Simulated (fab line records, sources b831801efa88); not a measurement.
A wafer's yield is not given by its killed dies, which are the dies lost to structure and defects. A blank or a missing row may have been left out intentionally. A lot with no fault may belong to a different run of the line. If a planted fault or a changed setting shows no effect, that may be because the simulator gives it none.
Struck lot and sound lot, side by side ; flow sfq line ; 42 out of 325 route steps
Sound: wafers L307.1, L307.2, L307.3. Struck: wafer L308.3 (L308.2, L308.4, from the same lot, were not struck and are left out); the cause is given at the end.
Order at every step that has rows: each side's tool, ch and its chambers, its first start. Under that, the readings that differ: sound wafers ; struck wafers ; difference of the means ; sigmas: that difference in standard deviations of wafers without a fault.
alike: readings whose means differ by less than 2 such deviations, and words and numbers that are the same on both sides. not compared: withheld readings, readings that some wafer has no value for, bounds like >300 that may hide the same value, and numbers for which the record gives no deviation and whose values overlap.
The two part at a step that has a row with sigmas, a row that says differs or no value, or rows on one side only. Numbers that don't overlap but have no deviation are shown without sigmas and don't part them. Lack of a reading on every wafer of one side parts them only where that side has two or more wafers.

first, 6 steps without rows for these wafers: SFQ_TRILAYER_M0_LITHO_COAT_026 (resist thk 62 nm); SFQ_TRILAYER_M0_LITHO_COAT_021 (resist thk 600 nm); SFQ_TRILAYER_M0_LITHO_SOFTBAKE_025; SFQ_TRILAYER_M0_LITHO_EXPOSE_022 (exposes mask M0, target cd 500 nm); SFQ_TRILAYER_M0_LITHO_PEB_024 (peb time 60 s); SFQ_TRILAYER_M0_LITHO_DEVELOP_023 (time 60 s).
SFQ_M0_OVL_MEAS_906:
  sound on overlay-01 at day 16 15:24; struck on overlay-01 at day 17 01:00
  alike: M0_OVL
SFQ_TRILAYER_M0_BARC_OPEN_METAL_ETCH_031: etches BARC in O2, target depth 125 nm, time 41.7 s.
  sound on rie metal-03 ch 0,1, day 16 15:26; struck on rie metal-02 ch 1, day 17 01:02
  alike: drypump motor current A, oes product au, rf fwd power W
  not compared: rf hours counter h
SFQ_TRILAYER_M0_ETCH_METAL_ETCH_024: etches Nb in Cl2/Ar, stops on SiO2, target depth 240 nm, time 120 s.
  sound on rie metal-03 ch 0,1, day 16 15:29; struck on rie metal-02 ch 1, day 17 01:05
reading;sound;struck;difference;sigmas
rf fwd power W (W);596.2 593.7 594.7;598.6;+3.7;+2
  alike: drypump motor current A, oes product au
  not compared: rf hours counter h
SFQ_TRILAYER_M0_STRIP_STRIP_025: strips in O2.
  sound on rie metal-03 ch 0,1, day 16 15:37; struck on rie metal-02 ch 1, day 17 01:13
  alike: drypump motor current A, oes product au
  not compared: rf hours counter h
then, 2 steps without rows for these wafers: SFQ_TRILAYER_M0_STRIP_SOLV_CLEAN_026 (cleans in NMP, time 600 s); SFQ_TRILAYER_I0_DEP_PECVD_027 (deposits SiO2 from SiH4/N2O, time 111.11 s, target thk 500 nm).
SFQ_TRILAYER_I0_CMP_CMP_028: polishes SiO2.
  sound on cmp-01 ch 0,2,3, day 16 16:28; struck on cmp-01 ch 0, day 17 03:26
reading;sound;struck;difference;sigmas
time to endpoint s (s);224 208 224;240;+21;+3
model.SiO2_of_TRILAYER_I0_DEP_PECVD_027.thk nm (nm);202.1 200.4 202.6;148.3;-53.4;
  alike: motor current A
SFQ_I0_BOW_MEAS_907:
  sound on film metro-04 at day 16 19:28; struck on film metro-02 at day 17 05:57
reading;sound;struck;difference;sigmas
I0_BOW (um);3 10 4;-10;-16;-2
SFQ_TRILAYER_I0_METRO_MEASURE_029:
  sound on film metro-04 at day 16 19:35; struck on film metro-02 at day 17 06:15
reading;sound;struck;difference;sigmas
thk nm (nm);202.2 200.4 202.6;148.4;-53.3;-48
then, 6 steps without rows for these wafers: SFQ_TRILAYER_I0_VIA_LITHO_COAT_036 (resist thk 62 nm); SFQ_TRILAYER_I0_VIA_LITHO_COAT_031 (resist thk 650 nm); SFQ_TRILAYER_I0_VIA_LITHO_SOFTBAKE_035; SFQ_TRILAYER_I0_VIA_LITHO_EXPOSE_032 (exposes mask I0, target cd 500 nm); SFQ_TRILAYER_I0_VIA_LITHO_PEB_034 (peb time 60 s); SFQ_TRILAYER_I0_VIA_LITHO_DEVELOP_033 (time 60 s).
-- the record jumps here: 7 days lie between the struck wafers' starts before and after --
SFQ_I0_OVL_MEAS_908:
  sound on overlay-02 at day 23 11:09; struck on overlay-01 at day 24 00:22
  alike: I0_OVL
SFQ_TRILAYER_I0_VIA_BARC_OPEN_VIA_ETCH_046: etches BARC in O2, target depth 125 nm, time 41.7 s.
  sound on rie diel-03 ch 1,2,3, day 23 11:11; struck on rie diel-01 ch 0, day 24 00:23
reading;sound;struck;difference;sigmas
drypump motor current A (A);5.2 5.5 5.9;6.6;+1.1;+2
rf hours counter h (h);5 4 10;0;-6;
  alike: oes product au, rf fwd power W
SFQ_TRILAYER_I0_VIA_ETCH_VIA_ETCH_034: etches SiO2 in CHF3, stops on Nb, target depth 260 nm.
  sound on rie diel-03 ch 1,2,3, day 23 11:14; struck on rie diel-01 ch 0, day 24 00:26
reading;sound;struck;difference;sigmas
drypump motor current A (A);5.2 5.5 5.9;6.6;+1.1;+2
oes product au (a.u.);0.859 0.859 0.861;0.735;-0.125;-24
model.etch.depth nm (nm);202.1 200.4 202.6;148.3;-53.4;
model.I0.feature depth nm (nm);202.1 200.4 202.6;148.3;-53.4;
  alike: rf fwd power W
SFQ_TRILAYER_I0_VIA_STRIP_STRIP_035: strips in O2.
  sound on rie metal-02 ch 0, day 23 11:20; struck on rie metal-01 ch 0, day 24 00:32
reading;sound;struck;difference;sigmas
drypump motor current A (A);6.6 6.6 6.6;5.3;-1.3;-3
  alike: oes product au
  not compared: rf hours counter h
then, 1 step without rows for these wafers: SFQ_TRILAYER_I0_VIA_STRIP_SOLV_CLEAN_036 (cleans in NMP, time 600 s).
SFQ_TRILAYER_M1_DEP_PRE_CLEAN_038: time 22.5 s.
  sound on pvd sputter-06 at day 23 12:43; struck on pvd sputter-05 at day 24 01:19
reading;sound;struck;difference;sigmas
model.SiO2_of_TRILAYER_I0_DEP_PECVD_027.thk nm (nm);194.6 192.9 195.1;140.8;-53.4;
then, 1 step without rows for these wafers: SFQ_TRILAYER_M1_DEP_SPUTTER_037 (material Nb, target thk 200 nm, time 133.3 s).
SFQ_M1_RS_MEAS_909: measures by four-point-probe.
  sound on film metro-04 at day 23 12:50; struck on film metro-01 at day 24 01:27
reading;sound;struck;difference;sigmas
M1_NB_RS (ohm/sq);0.905 0.912 0.909;0.878;-0.031;-3
then, 6 steps without rows for these wafers: SFQ_TRILAYER_M1_LITHO_COAT_044 (resist thk 62 nm); SFQ_TRILAYER_M1_LITHO_COAT_039 (resist thk 600 nm); SFQ_TRILAYER_M1_LITHO_SOFTBAKE_043; SFQ_TRILAYER_M1_LITHO_EXPOSE_040 (exposes mask M1, target cd 500 nm); SFQ_TRILAYER_M1_LITHO_PEB_042 (peb time 60 s); SFQ_TRILAYER_M1_LITHO_DEVELOP_041 (time 60 s).
SFQ_M1_OVL_MEAS_911:
  sound on overlay-02 at day 23 15:16; struck on overlay-02 at day 24 03:52
  alike: M1_OVL
then, 5 steps without rows for these wafers: SFQ_TRILAYER_M1_BARC_OPEN_METAL_ETCH_054 (etches BARC in O2, target depth 125 nm, time 41.7 s); SFQ_TRILAYER_M1_ETCH_METAL_ETCH_042 (etches Nb in Cl2/Ar, stops on SiO2, target depth 240 nm, time 120 s); SFQ_TRILAYER_M1_STRIP_STRIP_043 (strips in O2); SFQ_TRILAYER_M1_STRIP_SOLV_CLEAN_044 (cleans in NMP, time 600 s); SFQ_TRILAYER_I1_DEP_PECVD_045 (deposits SiO2 from SiH4/N2O, time 111.11 s, target thk 500 nm).
-- the record jumps here: 54 days lie between the struck wafers' starts before and after --
SFQ_M8_BOW_MEAS_951:
  sound on film metro-04 at day 78 10:23; struck on film metro-02 at day 78 14:01
reading;sound;struck;difference;sigmas
model.etest.i0.link ohm;1.978 1.98 1.985;1.904;-0.077;
  alike: M8_BOW

== WHERE THEY PART ==
Last at SFQ_M1_RS_MEAS_909 as far as this record goes, first at SFQ_TRILAYER_M0_ETCH_METAL_ETCH_024. Later steps at which nothing parts them and some readings are alike: SFQ_M1_OVL_MEAS_911, SFQ_M8_BOW_MEAS_951.

WHY: what the simulator had put in
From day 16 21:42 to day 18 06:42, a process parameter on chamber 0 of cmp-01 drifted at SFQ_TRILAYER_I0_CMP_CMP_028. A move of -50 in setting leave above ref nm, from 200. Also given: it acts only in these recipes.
